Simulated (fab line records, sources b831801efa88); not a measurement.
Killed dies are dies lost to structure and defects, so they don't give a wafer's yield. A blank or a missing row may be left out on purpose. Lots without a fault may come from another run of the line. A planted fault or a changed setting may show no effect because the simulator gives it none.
Chamber matching | flow gf180mcu | GF_V2_CVD_02 on pecvd-04: 3 sister chambers
The step deposits SiO2 from TEOS, target thk 850 nm, time 94.851 s. 14 wafers are shown with their chamber, then 7 later ones without.

WAFERS WITH THEIR CHAMBER
wafer  | chamber | heater_power_w (W)
L732.1 | 2       | 709
L732.3 | 0       | 551
L732.4 | 2       | 754
L734.2 | 1       | 656
L734.4 | 2       | 637
L734.6 | 1       | 724
L737.2 | 1       | 739
L737.3 | 2       | 712
L737.6 | 1       | 786
L739.1 | 2       | 688
L739.2 | 0       | 679
L739.3 | 1       | 752
L746.3 | 0       | 709
L746.5 | 1       | 757

SIGNATURES (means of the wafers above)
reading        | chamber 0 | chamber 1 | chamber 2 | scatter within a chamber
heater_power_w | 646.33    | 735.67    | 700.00    | 53.2
Rule: a wafer's distance from a chamber is the root of the sum, over the readings, of the square of ((its reading less the chamber's mean) divided by the reading's scatter). The wafer belongs to the nearest chamber; if the next one is less than 2 further off, it can't be placed. The scatter: the root of (the sum of the squares of (reading less its chamber's mean) over the shown wafers, divided by (wafers less chambers)).

WAFERS WITHOUT THEIR CHAMBER
wafer  | heater_power_w (W)
L746.6 | 549
L748.1 | 664
L748.2 | 773
L748.6 | 684
L754.1 | 689
L754.4 | 661
L754.6 | 615

WHICH CHAMBER EACH WENT THROUGH
wafer  | from the rows above          | in truth
L746.6 | can't be placed: 0 or 2 or 1 | 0
L748.1 | can't be placed: 0 or 2 or 1 | 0
L748.2 | can't be placed: 1 or 2 or 0 | 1
L748.6 | can't be placed: 2 or 0 or 1 | 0
L754.1 | can't be placed: 2 or 0 or 1 | 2
L754.4 | can't be placed: 0 or 2 or 1 | 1
L754.6 | can't be placed: 0 or 2 or 1 | 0
Placed correctly: 0 of 7. Can't be placed from these rows: 7 (the true chamber is among the candidates in 7). Placed wrongly: 0.
